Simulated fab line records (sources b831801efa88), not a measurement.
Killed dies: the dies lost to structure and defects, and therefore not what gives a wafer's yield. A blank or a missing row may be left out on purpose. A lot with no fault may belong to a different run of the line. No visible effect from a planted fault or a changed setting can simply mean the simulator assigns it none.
A lot that was struck, set against a sound lot :: flow gf180mcu :: 18 out of 602 route steps
Sound: these wafers, L973.1, L973.2, L973.4. Struck: wafers L963.2, L963.5 (left out: L963.6, a lot-mate that was not struck); the cause follows at the end.
Per side, at each step with rows, come the tool, then ch with its chambers, and then its first start. Under that, the readings that differ: sound wafers :: struck wafers :: difference of the means :: sigmas: that difference in standard deviations of wafers without a fault.
alike: readings with means less than 2 such deviations apart, plus words and numbers identical on both sides. not compared: withheld readings, readings lacking a value on some wafer, bounds such as >300 that could conceal the same value, and numbers that have no deviation in the record and whose values overlap.
The two part at a step that has a row with sigmas, a row that says differs or no value, or rows on one side only. Non-overlapping numbers with no deviation appear without sigmas and do not part them. Lack of a reading on every wafer of one side parts them only where that side has two or more wafers.

first, 2 steps without rows for these wafers: GF_CONTACT_PEB_12 (peb time 90 s); GF_CONTACT_DEVELOP_13 (develop time 60 s).
GF_CONTACT_CD_MEAS_14: the cd target is 220 nm.
  sound on cd_sem-02, day 22 21:28; struck on cd_sem-02, day 19 07:58
  alike: cd_nm
GF_CONTACT_OVL_MEAS_15:
  sound on overlay-02, day 22 21:35; struck on overlay-01, day 19 08:04
reading: CONTACT_OVL (nm)
sound: 1 7 3
struck: -10 -6
difference: -12
sigmas: -2
GF_CONTACT_ETCH_16: etches BARC in N2/H2.
  sound on rie_diel-01 ch 0,1,2, day 22 21:37; struck on rie_diel-01 ch 0,2, day 19 08:05
  alike: bias_w, drypump_motor_current_A, oes_product_au, throttle_valve_pct
then, 1 step without rows for these wafers: GF_CONTACT_ETCH_17 (etches SiO2 in C4F8/O2/Ar, stops on CoSi2, target depth 860 nm).
GF_CONTACT_STRIP_18: strips in O2/N2.
  sound on plasma_asher-03 ch 0,1, day 22 21:47; struck on plasma_asher-04 ch 0, day 19 08:15
  alike: drypump_motor_current_A, heater_power_w, oes_product_au
  not compared: rf_hours_counter_h
then, 3 steps without rows for these wafers: GF_CONTACT_CLEAN_19 (cleans in SPM); GF_CONTACT_CLEAN_20 (cleans in DIW); GF_CONTACT_CLEAN_21 (cleans in dHF, time 20 s).
GF_CONTACT_SPUTTER_22: material Ti, target thk 15 nm, time 80.02 s.
  sound on pvd_sputter-03, day 22 22:05; struck on pvd_sputter-01, day 19 08:34
  alike: chamber_pressure_pa, throttle_valve_pct
GF_CONTACT_SPUTTER_23: material TiN, target thk 10 nm, time 40 s.
  sound on pvd_sputter-03, day 22 22:08; struck on pvd_sputter-01, day 19 08:37
  alike: chamber_pressure_pa, throttle_valve_pct
GF_CONTACT_CVD_24: deposits W, target thk 300 nm, time 90.339 s.
  sound on cvd_w-02 ch 0,1, day 22 22:11; struck on cvd_w-01 ch 1, day 19 08:40
reading: chamber_pressure_Torr (Torr)
sound: 39.93 40.06 39.91
struck: 30.01 30.07
difference: -9.93
sigmas: -99 or more

reading: model.W_of_CONTACT_CVD_24.thk_nm (nm)
sound: 300 304.6 298.5
struck: 255.5 256.1
difference: -45.2
sigmas: 
  alike: heater_power_w
GF_CONTACT_RS_MEAS_25: a four-point-probe measurement.
  sound on film_metro-01, day 22 22:17; struck on film_metro-04, day 19 08:47
reading: CONTACT_W_RS (ohm/sq)
sound: 0.382 0.377 0.384
struck: 0.450 0.448
difference: +0.068
sigmas: +16
GF_CONTACT_THK_MEAS_26: measures by xrf.
  sound on film_metro-01, day 22 22:24; struck on film_metro-04, day 19 08:53
reading: CONTACT_W_THK (nm)
sound: 300 305 299
struck: 258 259
difference: -43
sigmas: -10
GF_CONTACT_CMP_27: polishes, stops on SiO2, t overpolish 15 s, target thk 0 nm.
  sound on cmp-02 ch 0,1,2, day 22 22:28; struck on cmp-02 ch 1,3, day 19 09:02
reading: time_to_endpoint_s (s)
sound: 68 72 68
struck: 63 60
difference: -8
sigmas: -2
  alike: motor_current_A, slurry_filter_dp_kPa, slurry_flow_ml_min
GF_M1_SPUTTER_00: material Ti, target thk 37.5 nm, time 150 s.
  sound on pvd_sputter-01, day 22 22:46; struck on pvd_sputter-02, day 19 09:14
  alike: chamber_pressure_pa, throttle_valve_pct
-- the record jumps here: 12 days lie between the struck wafers' starts before and after (it left off in module M1 and takes up again in module PASSIVATION, whose first step shown is number 602 of the route) --
GF_PASSIVATION_PROBE_99:
  record: rows for the struck wafers here (prober-01, day 31 13:41), none for the sound ones

WHERE THEY PART
Earliest at GF_CONTACT_OVL_MEAS_15; latest, in this record, at GF_PASSIVATION_PROBE_99.

WHY: whatever the simulator had introduced
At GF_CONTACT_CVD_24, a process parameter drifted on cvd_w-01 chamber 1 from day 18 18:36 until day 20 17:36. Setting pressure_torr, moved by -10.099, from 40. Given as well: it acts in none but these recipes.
